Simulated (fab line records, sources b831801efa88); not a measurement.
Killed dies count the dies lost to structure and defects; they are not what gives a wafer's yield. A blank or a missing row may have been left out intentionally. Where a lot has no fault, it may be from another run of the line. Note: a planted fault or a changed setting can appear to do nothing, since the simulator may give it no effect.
Chamber matching ; flow sky130 ; SKY_VIA3_CMP_24 on cmp-02: 4 sister chambers
The step polishes, stops on SiO2, t overpolish 20 s, target thk 0 nm. 4 wafers are shown with their chamber, then 12 later ones without.

## EACH WAFER AND ITS CHAMBER
wafer;chamber;motor-current-A (A)
L085.1;1;10.3
L085.4;0;10.9
L086.1;2;12.4
L086.5;3;11.6

## WAFERS WITHOUT THEIR CHAMBER
wafer;motor-current-A (A)
L088.2;9.9
L088.4;10.7
L088.6;10.7
L093.1;9.7
L093.3;10.6
L093.4;11.9
L095.1;13.5
L095.4;10.9
L095.5;13.6
L096.2;10.8
L096.4;10.3
L096.5;10.4

## WHICH CHAMBER EACH WENT THROUGH
wafer;from the rows above;in truth
L088.2;can't be placed: 1 or 0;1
L088.4;can't be placed: 0 or 1 or 3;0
L088.6;can't be placed: 0 or 1 or 3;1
L093.1;can't be placed: 1 or 0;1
L093.3;can't be placed: 1 or 0 or 3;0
L093.4;can't be placed: 3 or 2 or 0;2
L095.1;can't be placed: 2 or 3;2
L095.4;can't be placed: 0 or 1 or 3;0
L095.5;can't be placed: 2 or 3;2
L096.2;can't be placed: 0 or 1 or 3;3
L096.4;can't be placed: 1 or 0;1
L096.5;can't be placed: 1 or 0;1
Correct placement for 0 of the 12. Unplaceable from these rows: 12, with the true chamber sitting among the candidates in 12. Placed wrongly: 0.
How it was worked out, from the rows above alone: a wafer's distance from a chamber is the root of the sum, over the readings, of the square of ((its reading less the chamber's mean) divided by the reading's scatter). If the next closest chamber is less than 2 further off than the closest, the wafer can't be placed; otherwise it belongs to the closest. The mean given for a chamber averages the wafers shown for that chamber. The scatter: with one shown wafer a chamber, the root of the mean of the squares of how far each hidden wafer lies from its nearest shown one.
